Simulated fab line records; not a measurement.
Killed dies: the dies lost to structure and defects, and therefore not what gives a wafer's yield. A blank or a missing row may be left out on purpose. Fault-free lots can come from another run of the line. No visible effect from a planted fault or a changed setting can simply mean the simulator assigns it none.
Struck lot and sound lot, side by side :: flow sky130 :: 15 steps out of a route of 708
Sound: wafers L643.1, L643.2, L643.6. Wafers L660.1, L660.2, L660.5 were the ones struck. The cause comes at the end.
For every step that has rows: the tool of each side, followed by ch and its chambers, followed by its first start. Under that, the readings that differ: sound wafers :: struck wafers :: difference of the means :: sigmas: that difference in standard deviations of wafers without a fault.
alike: readings with means less than 2 such deviations apart, plus words and numbers identical on both sides. not compared: withheld readings, readings lacking a value on some wafer, bounds such as >300 that could conceal the same value, and numbers that have no deviation in the record and whose values overlap.
Wherever a step has rows on one side only, a row that says differs or no value, or a row with sigmas, the two part there. Numbers that don't overlap but have no deviation are shown without sigmas and don't part them. Lack of a reading on every wafer of one side parts them only where that side has two or more wafers.

SKY_SPACER_ETCHBACK_02: etches Si3N4 in CH3F/O2, stops on SiO2, time 46.7 s, target depth 45 nm.
  sound on rieDiel-01 ch 1,2,3, day 24 22:53; struck on rieDiel-03 ch 0,2,3, day 30 13:10
  alike: biasW, drypumpMotorCurrentA, oesProductAu, throttleValvePct
  not compared: rfHoursCounterH
then, 8 steps without rows for these wafers: SKY_POLY_CUT_DEHYDRATE_00 (time 60 s); SKY_POLY_CUT_HMDS_01 (prime time 60 s); SKY_POLY_CUT_COAT_02 (resist thk 60 nm); SKY_POLY_CUT_COAT_03 (resist thk 450 nm); SKY_POLY_CUT_SOFTBAKE_04 (time 90 s); SKY_POLY_CUT_EXPOSE_05 (exposes mask NPCM, target cd 270 nm); SKY_POLY_CUT_PEB_06; SKY_POLY_CUT_DEVELOP_07 (develop time 60 s).
SKY_POLY_CUT_CD_MEAS_08: the cd target is 270 nm.
  struck on cdSem-02, day 31 17:14; sound on cdSem-01, day 26 04:02
  alike: cdNm
SKY_POLY_CUT_OVL_MEAS_09:
  struck on overlay-02, day 31 17:22; sound on overlay-02, day 26 04:10
  alike: POLY_CUT_OVL
SKY_POLY_CUT_ETCH_10: etches BARC in N2/H2, stops on SiO2, time 45.9 s, target depth 60 nm.
  sound on rieDiel-04 ch 1,2, day 26 04:11; struck on rieDiel-02 ch 2,3, day 31 17:23
reading: throttleValvePct (%)
sound: 13.245 13.226 13.249
struck: 13.224 13.211 13.218
difference: -0.022
sigmas: -2
  alike: biasW, chamberPressureMTorr, drypumpMotorCurrentA, oesProductAu
  not compared: rfHoursCounterH
SKY_POLY_CUT_ETCH_11: etches Si3N4 in CF4/CH2F2/Ar, stops on poly-Si, time 42.5 s, target depth 60 nm.
  sound on rieDiel-04 ch 1,2, day 26 04:14; struck on rieDiel-02 ch 2,3, day 31 17:26
  no value came back on the struck wafers for any of 5 readings (biasW (W), cf4FlowSccm (sccm) and others); on the sound wafers biasW (W) reads 149.8 150.6 150.4
  not compared: rfHoursCounterH
SKY_POLY_CUT_STRIP_12: strips in O2/N2.
  sound on plasmaAsher-01 ch 0,1, day 26 04:17; struck on plasmaAsher-04 ch 0,1, day 31 17:29
  alike: drypumpMotorCurrentA, oesProductAu, stripTimeToEndpointS
  not compared: rfHoursCounterH
-- a jump in the record: the struck wafers' starts before and after are 19 days apart (it breaks off in module POLY_CUT and resumes in module PAD_OPEN, where the first step shown is number 708 of the route) --
SKY_PAD_OPEN_PROBE_99:
  struck on prober-02, day 50 17:41; sound on prober-01, day 47 01:37
reading: killedAtFrontEnd
sound: 19 18 9
struck: 412 425 421
difference: +404
sigmas: +94

reading: killedDies
sound: 77 70 86
struck: 492 492 492
difference: +414
sigmas: +42

reading: killedOnRim
sound: 20 21 10
struck: 96 96 96
difference: +79
sigmas: +20
  alike: killed_at_M0_to_M3, killed_at_M4_up, killedAtContacts, killedAtOther, killedOpen, killedShort

WHERE THEY PART
Last at SKY_PAD_OPEN_PROBE_99 as far as this record goes, first at SKY_POLY_CUT_ETCH_10.

WHY: what the simulator had put in
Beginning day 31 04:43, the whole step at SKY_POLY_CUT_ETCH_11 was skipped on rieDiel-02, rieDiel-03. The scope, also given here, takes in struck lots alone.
